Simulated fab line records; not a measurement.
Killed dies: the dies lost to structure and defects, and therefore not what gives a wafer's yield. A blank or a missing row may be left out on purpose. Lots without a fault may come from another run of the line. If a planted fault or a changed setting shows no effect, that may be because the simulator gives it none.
fab line records	flow sky130
[record] lots = 13	wafers = 39	last-day = 50
route steps=708 shown SD_N@350 LI_CONTACT@374 LOCAL_INTERCONNECT@395 PAD_OPEN@708
lots with no fault: from the same line, run without faults
start-h: start of the lot's first displayed wafer, in hours after the record's first day	wait-h: hours since the lot's step before	" same as the row above	L1.1+2: one row covering several wafers at once	- either no value or no given start	* or withheld: withheld	< > ~ a bound
route shown NAME@n: a module of which the file shows steps, and the number in the route of the first	usual: mean/standard deviation taken from wafers without a fault	same: alike in all rows	chamber/n: place in a boat	sites: each site's reading	_std_site: the values' standard deviation	_edge_site: mean of outer sites minus mean of inner sites	radius-mm: for every site, how far away it sits from the centre of the wafer	mask NAME#n: copy n	behind: the most recent tool/chamber to have shaped the wafer	hold: what put the lot on hold/how long, in hours/how the hold closed	device: which transistor (n, p or np) failed to switch	end of line: the same wafers' tests at the end of the route	for a step that has no rows: nothing shown but its recipe	killed: not the wafer's yield, but the dies lost to structure and defects at the first sort	map: shows each die of a wafer: x if killed, . if not, _ if none is there
set.NAME: the setting the step ran with; set.NAME@STEP: the setting that earlier step ran with	model.NAME: the simulator's own value behind a step, which no gauge read
a sample of lots followed through the steps of the route, with each step as a table and each wafer as a row
services: a tool's chamber out of use, with start hour (start-h, from the record's first day; less than 0 if before it), hours out, and reason
[[steps]]
[step SKY_SD_N_OVL_MEAS_08]
[usual] SD_N_OVL = 1.3/1.6
lot.wafer	tool	chamber	start-h	wait-h	SD_N_OVL[nm]
L381.1	overlay-02	-	644.24	0.1	1.2
L381.2	"	-	"	"	-0.4
L381.5	"	-	"	"	-0.2
L382.1	overlay-01	-	656.16	0.1	1.4
L382.2	"	-	"	"	0.2
L382.4	"	-	"	"	1.2
L383.3	overlay-02	-	664.15	0.1	1.1
L383.5	"	-	"	"	2.8
L383.6	"	-	"	"	2.7
L386.2	overlay-01	-	691.00	0.1	3.4
L386.4	"	-	"	"	4.2
L386.6	"	-	"	"	6.2
L393.1	overlay-02	-	744.15	0.1	-1.4
L393.4	"	-	"	"	0.5
L393.5	"	-	"	"	-1.1
L394.2	overlay-01	-	749.85	0.1	3.7
L394.3	"	-	"	"	3.9
L394.5	"	-	"	"	2.7
L395.1	overlay-02	-	765.09	0.1	0.6
L395.3	"	-	"	"	1.0
L395.4	"	-	"	"	0.9
L396.2	overlay-02	-	770.86	0.1	0.4
L396.3	"	-	"	"	-0.9
L396.4	"	-	"	"	2.2
L398.1	overlay-01	-	783.95	0.1	-0.3
L398.3	"	-	"	"	0.6
L398.4	"	-	"	"	-0.8
L399.1	overlay-01	-	785.04	0.1	1.8
L399.4	"	-	"	"	0.0
L399.5	"	-	"	"	1.5
L400.1	overlay-01	-	797.01	0.1	0.1
L400.2	"	-	"	"	-0.2
L400.4	"	-	"	"	-0.3
L401.1	overlay-01	-	804.90	0.1	-2.9
L401.4	"	-	"	"	-1.9
L401.5	"	-	"	"	-0.3
L403.1	overlay-02	-	820.86	0.1	-1.1
L403.2	"	-	"	"	-0.1
L403.4	"	-	"	"	1.2
[step SKY_SD_N_TW_MEAS_12]
[usual] SD_N_TW = 3998/54
lot.wafer	tool	chamber	start-h	wait-h	SD_N_TW
L381.1	film-metro-04	-	644.68	0.1	4080
L381.2	"	-	"	"	4092
L381.5	"	-	"	"	4093
L382.1	film-metro-01	-	656.59	0.1	4008
L382.2	"	-	"	"	3982
L382.4	"	-	"	"	3990
L383.3	film-metro-01	-	664.60	0.1	3980
L383.5	"	-	"	"	3983
L383.6	"	-	"	"	3969
L386.2	film-metro-04	-	691.44	0.1	4036
L386.4	"	-	"	"	4027
L386.6	"	-	"	"	4042
L393.1	film-metro-04	-	744.58	0.1	4051
L393.4	"	-	"	"	4081
L393.5	"	-	"	"	4058
L394.2	film-metro-04	-	750.29	0.1	4083
L394.3	"	-	"	"	4050
L394.5	"	-	"	"	4051
L395.1	film-metro-04	-	765.53	0.1	4065
L395.3	"	-	"	"	4058
L395.4	"	-	"	"	4037
L396.2	film-metro-01	-	771.30	0.1	4017
L396.3	"	-	"	"	4017
L396.4	"	-	"	"	4018
L398.1	film-metro-01	-	784.39	0.1	3993
L398.3	"	-	"	"	3994
L398.4	"	-	"	"	4000
L399.1	film-metro-02	-	785.48	0.1	3937
L399.4	"	-	"	"	3918
L399.5	"	-	"	"	3912
L400.1	film-metro-04	-	797.44	0.1	4070
L400.2	"	-	"	"	4086
L400.4	"	-	"	"	4065
L401.1	film-metro-01	-	805.33	0.1	4022
L401.4	"	-	"	"	4039
L401.5	"	-	"	"	4045
L403.1	film-metro-01	-	821.30	0.1	4041
L403.2	"	-	"	"	4018
L403.4	"	-	"	"	4018
[step SKY_LI_CONTACT_CD_MEAS_12]
[recipe] target-cd-nm = 170
[usual] cd-nm = 170.3/1.3
lot.wafer	tool	chamber	start-h	wait-h	cd-nm
L381.1	cd-sem-02	-	674.77	-	170.6
L381.2	"	-	"	"	171.4
L381.5	"	-	"	"	170.9
L382.1	cd-sem-02	-	686.41	-	170.5
L382.2	"	-	"	"	172.4
L382.4	"	-	"	"	170.7
L383.3	cd-sem-02	-	694.55	-	168.8
L383.5	"	-	"	"	169.0
L383.6	"	-	"	"	169.3
L386.2	cd-sem-01	-	720.28	-	169.9
L386.4	"	-	"	"	168.8
L386.6	"	-	"	"	170.2
L393.1	cd-sem-02	-	773.59	-	170.8
L393.4	"	-	"	"	169.4
L393.5	"	-	"	"	168.1
L394.2	cd-sem-02	-	779.07	-	169.2
L394.3	"	-	"	"	170.5
L394.5	"	-	"	"	172.3
L395.1	cd-sem-02	-	792.61	-	172.0
L395.3	"	-	"	"	170.9
L395.4	"	-	"	"	172.4
L396.2	cd-sem-02	-	799.31	-	168.5
L396.3	"	-	"	"	168.2
L396.4	"	-	"	"	167.8
L398.1	cd-sem-02	-	812.12	-	168.9
L398.3	"	-	"	"	171.2
L398.4	"	-	"	"	171.1
L399.1	cd-sem-02	-	813.24	-	168.2
L399.4	"	-	"	"	167.3
L399.5	"	-	"	"	167.6
L400.1	cd-sem-02	-	824.32	-	170.2
L400.2	"	-	"	"	169.8
L400.4	"	-	"	"	170.3
L401.1	cd-sem-02	-	832.50	-	170.5
L401.4	"	-	"	"	170.5
L401.5	"	-	"	"	170.9
L403.1	cd-sem-01	-	848.22	-	173.7
L403.2	"	-	"	"	173.8
L403.4	"	-	"	"	173.0
[step SKY_LOCAL_INTERCONNECT_EXPOSE_08]
[recipe] mask-id = LI1M	na = 0.8	source-shape = annular	sigma-inner = 0.55	sigma-outer = 0.85	target-cd-nm = 170	dose-mj = 28
[usual] focus-offset-nm = -0.1/0.45
lot.wafer	tool	chamber	start-h	wait-h	mask	focus-offset-nm
L381.1	krf-scanner-02	0	691.09	-	LI1M#0	-0.6
L381.2	"	0	"	"	LI1M#0	-0.4
L381.5	"	0	"	"	LI1M#0	-0.3
L382.1	krf-scanner-02	0	702.11	-	LI1M#0	0.7
L382.2	"	0	"	"	LI1M#0	0.2
L382.4	"	0	"	"	LI1M#0	-0.1
L383.3	krf-scanner-02	0	710.47	-	LI1M#0	-0.7
L383.5	"	0	"	"	LI1M#0	-0.5
L383.6	"	0	"	"	LI1M#0	-1.1
L386.2	krf-scanner-02	0	735.41	-	LI1M#0	0.4
L386.4	"	0	"	"	LI1M#0	0.6
L386.6	"	0	"	"	LI1M#0	-0.3
L393.1	krf-scanner-02	0	787.90	-	LI1M#0	0.4
L393.4	"	0	"	"	LI1M#0	-0.3
L393.5	"	0	"	"	LI1M#0	-0.2
L394.2	krf-scanner-01	0	793.62	-	LI1M#0	0.1
L394.3	"	0	"	"	LI1M#0	0.9
L394.5	"	0	"	"	LI1M#0	0.5
L395.1	krf-scanner-01	0	807.92	-	LI1M#0	0.0
L395.3	"	0	"	"	LI1M#0	-0.2
L395.4	"	0	"	"	LI1M#0	0.2
L396.2	krf-scanner-01	0	814.23	-	LI1M#0	-0.1
L396.3	"	0	"	"	LI1M#0	0.8
L396.4	"	0	"	"	LI1M#0	0.0
L398.1	krf-scanner-02	0	827.30	-	LI1M#0	0.6
L398.3	"	0	"	"	LI1M#0	0.2
L398.4	"	0	"	"	LI1M#0	0.1
L399.1	krf-scanner-01	0	828.19	-	LI1M#0	0.0
L399.4	"	0	"	"	LI1M#0	-0.3
L399.5	"	0	"	"	LI1M#0	-0.5
L400.1	krf-scanner-01	0	838.92	-	LI1M#0	-0.1
L400.2	"	0	"	"	LI1M#0	-0.5
L400.4	"	0	"	"	LI1M#0	-0.7
L401.1	krf-scanner-02	0	846.55	-	LI1M#0	0.1
L401.4	"	0	"	"	LI1M#0	0.4
L401.5	"	0	"	"	LI1M#0	0.3
L403.1	krf-scanner-02	0	863.00	-	LI1M#0	-0.7
L403.2	"	0	"	"	LI1M#0	0.0
L403.4	"	0	"	"	LI1M#0	-0.6
[step SKY_LOCAL_INTERCONNECT_CD_MEAS_11]
[recipe] target-cd-nm = 170
[usual] cd-nm = 169.3/1.3
lot.wafer	tool	chamber	start-h	wait-h	cd-nm
L381.1	cd-sem-01	-	704.92	-	169.3
L381.2	"	-	"	"	170.5
L381.5	"	-	"	"	170.5
L382.1	cd-sem-02	-	716.21	-	168.6
L382.2	"	-	"	"	169.0
L382.4	"	-	"	"	167.7
L383.3	cd-sem-02	-	724.56	-	128.1
L383.5	"	-	"	"	170.8
L383.6	"	-	"	"	128.1
L386.2	cd-sem-02	-	748.79	-	166.6
L386.4	"	-	"	"	168.6
L386.6	"	-	"	"	122.5
L393.1	cd-sem-02	-	800.81	-	169.0
L393.4	"	-	"	"	169.4
L393.5	"	-	"	"	169.0
L394.2	cd-sem-02	-	807.05	-	169.9
L394.3	"	-	"	"	169.6
L394.5	"	-	"	"	168.2
L395.1	cd-sem-02	-	820.62	-	170.4
L395.3	"	-	"	"	171.7
L395.4	"	-	"	"	172.4
L396.2	cd-sem-02	-	827.24	-	167.8
L396.3	"	-	"	"	168.0
L396.4	"	-	"	"	167.1
L398.1	cd-sem-01	-	839.57	-	170.9
L398.3	"	-	"	"	170.8
L398.4	"	-	"	"	169.4
L399.1	cd-sem-01	-	840.43	-	168.0
L399.4	"	-	"	"	171.0
L399.5	"	-	"	"	169.0
L400.1	cd-sem-02	-	852.22	-	170.5
L400.2	"	-	"	"	172.7
L400.4	"	-	"	"	173.1
L401.1	cd-sem-01	-	859.47	-	170.6
L401.4	"	-	"	"	169.2
L401.5	"	-	"	"	169.9
L403.1	cd-sem-02	-	874.52	-	169.3
L403.2	"	-	"	"	168.0
L403.4	"	-	"	"	168.5
[step SKY_PAD_OPEN_PROBE_99]
[usual] killed_at_M0_to_M3 = 43/7.3	killed_at_M4_up = 3.1/1.7	killed-at-contacts = 25/5.3	killed-at-front-end = 14/4.1	killed-at-other = 0.3/0.56	killed-dies = 85/9.4	killed-on-rim = 17/4	killed-open = 46/7.4	killed-short = 38/5.8
[same] gross-dies = 492	killed-at-back-side = 0
lot.wafer	tool	chamber	start-h	wait-h	killed_at_M0_to_M3	killed_at_M4_up	killed-at-contacts	killed-at-front-end	killed-at-other	killed-dies	killed-on-rim	killed-open	killed-short
L381.1	prober-02	-	1076.63	0.1	41	2	24	20	1	88	10	50	37
L381.2	prober-02	-	1076.68	0.1	40	4	24	11	1	80	13	46	33
L381.5	prober-02	-	1076.83	0.2	33	5	24	13	2	77	13	49	27
L382.1	prober-02	-	1083.85	0.1	44	3	34	15	0	96	19	54	42
L382.2	prober-02	-	1083.90	0.1	35	5	18	12	0	70	12	35	35
L382.4	prober-02	-	1084.00	0.2	63	3	25	12	0	103	13	62	41
L383.3	prober-01	-	1090.81	0.2	46	5	419	10	0	480	96	51	39
L383.5	prober-01	-	1090.91	0.2	41	1	27	11	0	80	14	47	33
L383.6	prober-01	-	1090.96	0.2	39	5	432	8	0	484	95	34	33
L386.2	prober-02	-	1109.60	0.1	41	4	23	12	0	80	18	38	40
L386.4	prober-02	-	1109.70	0.2	39	4	31	13	0	87	14	52	35
L386.6	prober-02	-	1109.80	0.2	53	6	418	15	0	492	96	51	49
L393.1	prober-01	-	1147.45	0.1	39	1	29	9	1	79	19	49	30
L393.4	prober-01	-	1147.60	0.2	37	5	17	12	0	71	16	33	38
L393.5	prober-01	-	1147.65	0.2	45	1	24	15	0	85	13	56	29
L394.2	prober-02	-	1150.94	0.1	43	4	31	20	2	100	14	48	52
L394.3	prober-02	-	1150.99	0.2	34	1	18	9	0	62	11	35	27
L394.5	prober-02	-	1151.09	0.2	52	4	18	15	0	89	18	42	47
L395.1	prober-01	-	1161.66	0.1	46	1	21	16	0	84	12	46	38
L395.3	prober-01	-	1161.76	0.2	41	2	22	16	0	81	19	44	37
L395.4	prober-01	-	1161.81	0.2	43	2	23	15	1	84	14	52	32
L396.2	prober-02	-	1163.20	0.1	54	6	26	17	0	103	21	58	45
L396.3	prober-02	-	1163.25	0.2	52	1	19	10	0	82	15	55	26
L396.4	prober-02	-	1163.30	0.2	51	4	21	18	0	94	22	43	50
L398.1	prober-02	-	1175.75	0.1	43	2	34	9	0	88	19	51	37
L398.3	prober-02	-	1175.85	0.2	37	2	35	10	0	84	18	40	44
L398.4	prober-02	-	1175.90	0.2	43	4	26	16	0	89	19	43	46
L399.1	prober-01	-	1176.09	0.1	32	2	35	9	0	78	12	42	36
L399.4	prober-01	-	1176.24	0.2	25	3	22	26	0	76	19	39	37
L399.5	prober-01	-	1176.29	0.2	40	3	25	11	0	79	18	47	32
L400.1	prober-02	-	1181.48	0.1	42	4	33	9	0	88	21	51	37
L400.2	prober-02	-	1181.53	0.1	42	1	22	18	0	83	21	46	37
L400.4	prober-02	-	1181.63	0.2	40	5	25	24	0	94	21	57	37
L401.1	prober-01	-	1185.30	0.1	34	2	26	17	1	80	23	46	34
L401.4	prober-01	-	1185.45	0.2	39	4	26	12	0	81	19	45	36
L401.5	prober-01	-	1185.50	0.2	36	4	32	25	0	97	18	45	52
L403.1	prober-02	-	1197.14	0.1	36	4	18	10	0	68	10	33	35
L403.2	prober-02	-	1197.19	0.1	36	4	28	19	0	87	15	48	37
L403.4	prober-02	-	1197.29	0.2	33	3	31	11	0	78	16	45	33
// killed by level:class
L381.1 LI_CONTACT:geometric-particle:open=8 VIA1:geometric-particle:open=8 FIELD_ISO:geometric-particle:open=7 CONTACT:geometric-particle:open=7 METAL2:geometric-particle:short=7 VIA3:geometric-particle:open=7 METAL1:geometric-particle:short=6 CONTACT:geometric-particle:short=5
L381.2 CONTACT:geometric-particle:open=17 METAL2:geometric-particle:short=8 VIA1:geometric-particle:open=7 METAL1:geometric-particle:short=5 VIA2:geometric-particle:open=5 VIA3:geometric-particle:open=4 POLY_GATE:geometric-particle:short=3 LOCAL_INTERCONNECT:geometric-particle:short=3
L381.5 LI_CONTACT:geometric-particle:open=10 VIA1:geometric-particle:open=10 CONTACT:geometric-particle:open=9 FIELD_ISO:geometric-particle:short=5 VIA3:geometric-particle:open=5 CONTACT:geometric-particle:short=4 POLY_GATE:geometric-particle:open=3 METAL1:geometric-particle:open=3
L382.1 CONTACT:geometric-particle:open=15 VIA1:geometric-particle:open=9 VIA3:geometric-particle:open=9 VIA2:geometric-particle:open=8 CONTACT:geometric-particle:short=7 METAL3:geometric-particle:short=5 METAL2:geometric-particle:short=5 FIELD_ISO:geometric-particle:open=4
L382.2 VIA1:geometric-particle:open=8 FIELD_ISO:geometric-particle:short=5 CONTACT:geometric-particle:open=5 LI_CONTACT:geometric-particle:open=4 LOCAL_INTERCONNECT:geometric-particle:short=4 VIA1:geometric-particle:short=4 METAL2:geometric-particle:short=4 VIA2:geometric-particle:open=4
L382.4 VIA1:geometric-particle:open=11 LI_CONTACT:geometric-particle:open=11 VIA3:geometric-particle:open=11 VIA2:geometric-particle:open=11 CONTACT:geometric-particle:open=8 VIA1:geometric-particle:short=6 METAL1:geometric-particle:short=6 VIA2:geometric-particle:short=6
L383.3 LOCAL_INTERCONNECT:area-expose=390 CONTACT:geometric-particle:open=10 VIA3:geometric-particle:open=9 VIA1:geometric-particle:open=9 LI_CONTACT:geometric-particle:open=7 VIA2:geometric-particle:open=6 VIA1:geometric-particle:short=6 METAL2:geometric-particle:short=6
L383.5 LI_CONTACT:geometric-particle:open=10 CONTACT:geometric-particle:open=10 VIA1:geometric-particle:open=8 METAL2:geometric-particle:short=7 FIELD_ISO:geometric-particle:open=5 VIA2:geometric-particle:open=5 VIA3:geometric-particle:open=5 POLY_GATE:geometric-particle:short=4
L383.6 LOCAL_INTERCONNECT:area-expose=417 VIA1:geometric-particle:open=11 VIA2:geometric-particle:open=6 CONTACT:geometric-particle:short=5 METAL1:geometric-particle:short=5 VIA1:geometric-particle:short=4 FIELD_ISO:geometric-particle:short=3 FIELD_ISO:geometric-particle:open=3
L386.2 VIA1:geometric-particle:open=9 METAL2:geometric-particle:short=8 CONTACT:geometric-particle:open=7 METAL1:geometric-particle:short=6 LI_CONTACT:geometric-particle:open=5 LOCAL_INTERCONNECT:geometric-particle:short=4 VIA1:geometric-particle:short=4 VIA2:geometric-particle:open=4
L386.4 CONTACT:geometric-particle:open=13 VIA1:geometric-particle:open=12 LI_CONTACT:geometric-particle:open=8 VIA1:geometric-particle:short=6 LOCAL_INTERCONNECT:geometric-particle:short=5 METAL2:geometric-particle:short=5 VIA2:geometric-particle:open=5 METAL4:geometric-particle:short=4
L386.6 LOCAL_INTERCONNECT:area-expose=391 VIA1:geometric-particle:open=10 METAL1:geometric-particle:short=10 VIA2:geometric-particle:open=10 CONTACT:geometric-particle:open=9 VIA1:geometric-particle:short=6 LI_CONTACT:geometric-particle:open=5 LOCAL_INTERCONNECT:geometric-particle:short=5
L393.1 VIA1:geometric-particle:open=14 LI_CONTACT:geometric-particle:open=9 CONTACT:geometric-particle:open=7 VIA3:geometric-particle:open=6 LI_CONTACT:geometric-particle:short=5 METAL2:geometric-particle:short=4 VIA2:geometric-particle:open=4 METAL1:geometric-particle:short=4
L393.4 CONTACT:geometric-particle:open=7 POLY_GATE:geometric-particle:short=6 VIA1:geometric-particle:open=6 VIA3:geometric-particle:short=6 LI_CONTACT:geometric-particle:open=5 METAL3:geometric-particle:short=5 VIA1:geometric-particle:short=5 VIA3:geometric-particle:open=4
L393.5 VIA1:geometric-particle:open=11 LI_CONTACT:geometric-particle:open=8 VIA3:geometric-particle:open=8 FIELD_ISO:geometric-particle:open=7 VIA2:geometric-particle:open=6 POLY_GATE:geometric-particle:open=5 LOCAL_INTERCONNECT:geometric-particle:short=5 VIA1:geometric-particle:short=5
L394.2 VIA2:geometric-particle:open=9 CONTACT:geometric-particle:open=9 VIA1:geometric-particle:open=9 METAL1:geometric-particle:short=7 CONTACT:geometric-particle:short=7 FIELD_ISO:geometric-particle:short=6 LI_CONTACT:geometric-particle:open=6 METAL2:geometric-particle:short=5
L394.3 VIA1:geometric-particle:open=8 CONTACT:geometric-particle:open=7 VIA3:geometric-particle:open=6 METAL2:geometric-particle:short=6 LOCAL_INTERCONNECT:geometric-particle:short=5 FIELD_ISO:geometric-particle:open=4 CONTACT:geometric-particle:short=4 VIA1:geometric-particle:short=3
L394.5 VIA1:geometric-particle:open=14 METAL1:geometric-particle:short=8 POLY_GATE:geometric-particle:short=6 CONTACT:geometric-particle:open=6 VIA1:geometric-particle:short=6 CONTACT:geometric-particle:short=5 VIA3:geometric-particle:open=5 METAL3:geometric-particle:short=4
L395.1 VIA1:geometric-particle:open=10 LI_CONTACT:geometric-particle:open=9 VIA3:geometric-particle:open=8 POLY_GATE:geometric-particle:open=7 METAL2:geometric-particle:short=7 VIA1:geometric-particle:short=6 METAL1:geometric-particle:short=5 POLY_GATE:geometric-particle:short=4
L395.3 VIA1:geometric-particle:open=12 LI_CONTACT:geometric-particle:open=8 CONTACT:geometric-particle:open=6 POLY_GATE:geometric-particle:short=5 VIA1:geometric-particle:short=5 VIA2:geometric-particle:open=5 METAL1:geometric-particle:short=4 POLY_GATE:geometric-particle:open=4
L395.4 VIA1:geometric-particle:open=13 LI_CONTACT:geometric-particle:open=8 CONTACT:geometric-particle:open=8 VIA2:geometric-particle:open=6 VIA1:geometric-particle:short=5 FIELD_ISO:geometric-particle:open=4 LOCAL_INTERCONNECT:geometric-particle:short=4 METAL1:geometric-particle:short=4
L396.2 VIA1:geometric-particle:open=12 VIA2:geometric-particle:open=12 CONTACT:geometric-particle:open=9 VIA1:geometric-particle:short=8 POLY_GATE:geometric-particle:open=6 POLY_GATE:geometric-particle:short=5 LI_CONTACT:geometric-particle:open=5 METAL4:geometric-particle:short=5
L396.3 VIA1:geometric-particle:open=19 VIA2:geometric-particle:open=11 CONTACT:geometric-particle:open=7 VIA3:geometric-particle:open=6 POLY_GATE:geometric-particle:short=4 LI_CONTACT:geometric-particle:short=4 METAL1:geometric-particle:short=3 METAL2:geometric-particle:short=3
L396.4 VIA1:geometric-particle:short=14 CONTACT:geometric-particle:open=8 POLY_GATE:geometric-particle:short=8 VIA1:geometric-particle:open=8 METAL1:geometric-particle:short=6 METAL2:geometric-particle:short=6 POLY_GATE:geometric-particle:open=5 LI_CONTACT:geometric-particle:open=5
L398.1 CONTACT:geometric-particle:open=13 VIA2:geometric-particle:open=10 LI_CONTACT:geometric-particle:open=9 VIA1:geometric-particle:open=6 LI_CONTACT:geometric-particle:short=5 METAL2:geometric-particle:short=5 VIA3:geometric-particle:open=5 FIELD_ISO:geometric-particle:open=4
L398.3 CONTACT:geometric-particle:open=12 LI_CONTACT:geometric-particle:short=7 VIA2:geometric-particle:open=7 CONTACT:geometric-particle:short=6 METAL1:geometric-particle:short=6 VIA1:geometric-particle:short=6 LOCAL_INTERCONNECT:geometric-particle:short=5 LI_CONTACT:geometric-particle:open=4
L398.4 LI_CONTACT:geometric-particle:open=10 CONTACT:geometric-particle:open=9 VIA2:geometric-particle:open=9 METAL1:geometric-particle:short=8 METAL2:geometric-particle:short=6 FIELD_ISO:geometric-particle:short=5 VIA1:geometric-particle:open=5 LI_CONTACT:geometric-particle:short=4
L399.1 CONTACT:geometric-particle:open=11 CONTACT:geometric-particle:short=8 LI_CONTACT:geometric-particle:open=7 VIA1:geometric-particle:open=6 VIA2:geometric-particle:open=6 LI_CONTACT:geometric-particle:short=5 VIA1:geometric-particle:short=5 VIA3:geometric-particle:open=4
L399.4 FIELD_ISO:geometric-particle:short=8 LI_CONTACT:geometric-particle:open=7 CONTACT:geometric-particle:open=7 POLY_GATE:geometric-particle:open=5 VIA1:geometric-particle:open=5 POLY_GATE:geometric-particle:short=4 CONTACT:geometric-particle:short=4 METAL2:geometric-particle:short=4
L399.5 METAL2:geometric-particle:short=10 LI_CONTACT:geometric-particle:open=8 CONTACT:geometric-particle:open=8 LOCAL_INTERCONNECT:geometric-particle:short=7 VIA1:geometric-particle:open=6 VIA2:geometric-particle:open=6 METAL1:geometric-particle:short=5 FIELD_ISO:geometric-particle:open=4
L400.1 VIA1:geometric-particle:open=13 CONTACT:geometric-particle:open=11 LI_CONTACT:geometric-particle:open=8 CONTACT:geometric-particle:short=7 VIA3:geometric-particle:open=6 METAL2:geometric-particle:short=5 LOCAL_INTERCONNECT:geometric-particle:short=4 VIA2:geometric-particle:open=4
L400.2 VIA1:geometric-particle:open=13 CONTACT:geometric-particle:open=11 METAL1:geometric-particle:short=7 POLY_GATE:geometric-particle:short=6 POLY_GATE:geometric-particle:open=6 VIA3:geometric-particle:open=5 CONTACT:geometric-particle:short=5 VIA2:geometric-particle:short=5
L400.4 CONTACT:geometric-particle:open=11 VIA1:geometric-particle:open=10 POLY_GATE:geometric-particle:open=8 VIA2:geometric-particle:open=7 VIA3:geometric-particle:open=7 POLY_GATE:geometric-particle:short=6 METAL1:geometric-particle:short=6 FIELD_ISO:geometric-particle:open=4
L401.1 VIA1:geometric-particle:open=8 LI_CONTACT:geometric-particle:open=8 POLY_GATE:geometric-particle:open=7 CONTACT:geometric-particle:open=7 VIA1:geometric-particle:short=5 VIA2:geometric-particle:open=5 LOCAL_INTERCONNECT:geometric-particle:short=4 CONTACT:geometric-particle:short=4
L401.4 METAL1:geometric-particle:short=9 LI_CONTACT:geometric-particle:open=9 VIA3:geometric-particle:open=9 CONTACT:geometric-particle:open=7 VIA1:geometric-particle:open=6 POLY_GATE:geometric-particle:open=5 CONTACT:geometric-particle:short=5 METAL3:geometric-particle:short=5
L401.5 CONTACT:geometric-particle:open=12 VIA1:geometric-particle:open=12 POLY_GATE:geometric-particle:short=9 CONTACT:geometric-particle:short=7 METAL2:geometric-particle:short=6 LI_CONTACT:geometric-particle:open=6 METAL1:geometric-particle:short=6 FIELD_ISO:geometric-particle:open=5
L403.1 CONTACT:geometric-particle:short=7 VIA1:geometric-particle:open=7 VIA3:geometric-particle:open=7 CONTACT:geometric-particle:open=5 METAL1:geometric-particle:short=4 METAL4:geometric-particle:short=4 FIELD_ISO:geometric-particle:open=3 SPACER:geometric-particle:short=3
L403.2 CONTACT:geometric-particle:open=11 VIA1:geometric-particle:open=9 FIELD_ISO:geometric-particle:short=7 VIA2:geometric-particle:open=6 VIA3:geometric-particle:open=6 FIELD_ISO:geometric-particle:open=5 CONTACT:geometric-particle:short=5 LI_CONTACT:geometric-particle:open=5
L403.4 CONTACT:geometric-particle:open=11 LI_CONTACT:geometric-particle:open=8 VIA1:geometric-particle:open=7 CONTACT:geometric-particle:short=6 METAL2:geometric-particle:short=5 METAL3:geometric-particle:short=5 VIA3:geometric-particle:open=5 VIA2:geometric-particle:open=4
[[services]]
tool	chamber	start-h	hours	kind
krf-scanner-01	-	676.37	0.4	repair
krf-scanner-01	0	703.31	-	calibration
krf-scanner-01	-	708.38	1.0	pm
krf-scanner-02	0	745.16	-	calibration
krf-scanner-01	-	758.60	0.8	pm
krf-scanner-01	-	765.58	1.5	repair
krf-scanner-01	-	769.87	1.3	pm
krf-scanner-02	-	777.26	0.5	repair
krf-scanner-02	-	783.24	1.0	pm
krf-scanner-02	-	815.30	0.8	pm
krf-scanner-02	-	822.85	1.3	pm
[[key]]
[first-sign] step = SKY_LOCAL_INTERCONNECT_CD_MEAS_11	reading = cd-nm	direction = down	sigmas = 34	usual = 169.3	struck = 126.2
[effect] step = SKY_PAD_OPEN_PROBE_99	reading = killed-at-contacts	direction = up	sigmas = 75	usual = 25	struck = 423
[more-kills-born-at] SKY_LOCAL_INTERCONNECT_EXPOSE_08@krf-scanner-02 = 1198
met-at SKY_LOCAL_INTERCONNECT_EXPOSE_08
struck-lots L383,L386
struck-wafers L383.3,L383.6,L386.6
later-rows-left-out L383.3,L383.6,L386.6
tester-left-out L383,L386
not-acting-at SKY_SD_N_OVL_MEAS_08,SKY_SD_N_TW_MEAS_12,SKY_LI_CONTACT_CD_MEAS_12
onset-between 702.11 710.47
[fault] kind = process-parameter-drift	tool = krf-scanner-02	chamber = -	onset-h = 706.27	steps = SKY_LOCAL_INTERCONNECT_EXPOSE_08	channel = focus-nm	offset = 254.27	shape = step	end-h = 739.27	scope = struck-wafers-only
// tester-left-out: of these lots the tester's yield and bins aren't shown, on N5 and GAA mostly nor the transistor test; their killed dies are dies lost to structure and defects alone, not to doping, threshold or leakage, so they don't give the yield
// later-rows-left-out: the simulator's readings of these wafers behind a module that went badly wrong aren't trusted and aren't shown, but for the sort
